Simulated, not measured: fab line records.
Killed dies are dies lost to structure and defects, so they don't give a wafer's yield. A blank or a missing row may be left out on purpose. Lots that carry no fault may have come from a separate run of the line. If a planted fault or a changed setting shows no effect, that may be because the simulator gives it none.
Which of the tools did it? -- flow gf180mcu -- 24 lots, 72 wafers sampled, at 3 steps of a route of 602

== WHAT EACH GAUGE READ, for each wafer ==
GF_V2_CD_MEAS_14 targets a cd of 260 nm.
lot,measured,on,cd-nm (nm)
L074,day 20 06:40,cd-sem-01,260.1 260.1 260.1
L075,day 20 13:53,cd-sem-01,257.4 257.6 257.2
L076,day 21 02:09,cd-sem-01,260.1 259.5 259.6
L077,day 21 12:23,cd-sem-01,259.2 258.9 258.4
L078,day 21 19:36,cd-sem-02,258.6 259.8 260.3
L079,day 22 06:52,cd-sem-01,260.9 261.9 261.9
L080,day 22 15:43,cd-sem-02,257.3 258.8 258.4
L081,day 22 20:44,cd-sem-02,259.8 259.4 259.8
L082,day 23 08:44,cd-sem-02,259.2 258.3 257.4
L083,day 23 11:59,cd-sem-02,259.8 259.7 261.1
L084,day 24 01:35,cd-sem-02,256.8 256.4 256.6
L085,day 24 03:17,cd-sem-01,258.2 257.1 259.2
L086,day 25 00:26,cd-sem-02,261.4 260.3 260.7
L087,day 25 01:40,cd-sem-02,260.6 261.3 261.0
L088,day 25 06:42,cd-sem-01,261.0 260.4 261.1
L089,day 25 21:27,cd-sem-02,260.5 258.5 259.2
L090,day 25 23:52,cd-sem-02,261.1 260.7 261.6
L091,day 26 06:58,cd-sem-02,260.7 260.9 260.8
L092,day 26 16:43,cd-sem-01,262.1 261.9 263.5
L093,day 27 03:47,cd-sem-02,261.6 260.5 261.6
L094,day 27 05:29,cd-sem-01,260.5 260.4 261.5
L096,day 27 19:08,cd-sem-02,260.1 261.7 259.3
L095,day 27 21:55,cd-sem-02,257.6 258.3 258.0
L097,day 27 22:22,cd-sem-02,257.8 258.4 258.7

GF_V2_OVL_MEAS_15.
lot,measured,on,V2_OVL (nm)
L074,day 20 06:47,overlay-02,14 6 1
L075,day 20 14:01,overlay-02,-2 -11 0
L076,day 21 02:16,overlay-01,0 4 -4
L077,day 21 12:28,overlay-01,-4 -7 -11
L078,day 21 19:43,overlay-02,-7 -14 -2
L079,day 22 06:58,overlay-02,-9 -12 -7
L080,day 22 15:50,overlay-01,1 4 6
L081,day 22 20:52,overlay-01,3 0 -3
L082,day 23 08:52,overlay-02,-12 -3 -14
L083,day 23 12:07,overlay-02,7 -2 2
L084,day 24 01:41,overlay-01,4 5 8
L085,day 24 03:23,overlay-01,0 -3 -1
L086,day 25 00:31,overlay-01,-14 -6 -1
L087,day 25 01:46,overlay-01,2 5 0
L088,day 25 06:49,overlay-01,-5 -7 -6
L089,day 25 21:34,overlay-01,-4 -3 4
L090,day 25 23:58,overlay-02,4 2 3
L091,day 26 07:05,overlay-01,-7 -6 -9
L092,day 26 16:48,overlay-01,16 0 7
L093,day 27 03:53,overlay-01,-3 -4 -2
L094,day 27 05:37,overlay-02,-1 -1 -1
L096,day 27 19:14,overlay-02,4 7 6
L095,day 27 22:02,overlay-02,-4 -5 -3
L097,day 27 22:29,overlay-02,-5 0 1

GF_M3_THK_MEAS_06: measures by xrf.
lot,measured,on,M3_ALCU_THK (nm)
L074,day 20 08:31,film-metro-04,439 448 449
L075,day 20 15:47,film-metro-02,445 445 439
L076,day 21 04:10,film-metro-04,440 440 441
L077,day 21 14:13,film-metro-04,442 437 445
L078,day 21 23:10,film-metro-03,455 449 453
L079,day 22 08:58,film-metro-04,447 437 440
L080,day 22 17:35,film-metro-04,442 441 442
L081,day 22 22:35,film-metro-02,438 439 438
L082,day 23 10:35,film-metro-03,442 444 446
L083,day 23 13:50,film-metro-04,447 448 445
L084,day 24 03:26,film-metro-04,450 449 447
L085,day 24 05:08,film-metro-02,452 451 450
L086,day 25 02:22,film-metro-04,449 451 452
L087,day 25 03:55,film-metro-04,446 442 441
L088,day 25 08:35,film-metro-02,448 452 443
L089,day 25 23:18,film-metro-03,445 453 440
L090,day 26 01:42,film-metro-04,441 441 444
L091,day 26 08:49,film-metro-03,452 447 449
L092,day 26 18:32,film-metro-02,438 442 437
L093,day 27 05:38,film-metro-03,448 451 448
L094,day 27 07:22,film-metro-03,440 449 443
L096,day 27 20:59,film-metro-02,443 444 437
L095,day 27 23:47,film-metro-02,441 443 438
L097,day 28 00:13,film-metro-02,437 446 442

== EACH LOT AND THE TOOL THAT RAN IT (in order: tool; ch and the chambers of the sampled wafers; start) ==
The record shows no process step preceding these readings.

== WHAT THE TOOLS THEMSELVES READ (means of the sampled wafers that have a number; where no wafer has one, the mark that the record gives instead) ==
The record holds no such reading with a usual standard deviation.

== THE ANSWER, worked out from the rows above alone ==
Rule: what is usual is taken from the lots themselves. Put in order of their means at a reading, lots are off if they are a third of the lots or fewer, leave a main group of 4 or more, and stand apart from it by a gap of 3 or more times the standard deviation of the main group's means; of several such gaps the widest counts. A main group whose means are all the same, to the digits that the tables above print for the reading, isn't used. Also off: a lot with no number at a reading for which 4 or more lots have one. The other lots that the step has rows for count as sound. After the gauges, taken in route order, come the tools' own readings; for these a lot's mean is taken, as printed above. The first step at which some lot is off is used, and at that step the reading that is off furthest; a lot without a number counts as furthest.
None of the lots is off at any reading shown; this tells nothing.

== WHAT THE SIMULATOR PUT IN ==
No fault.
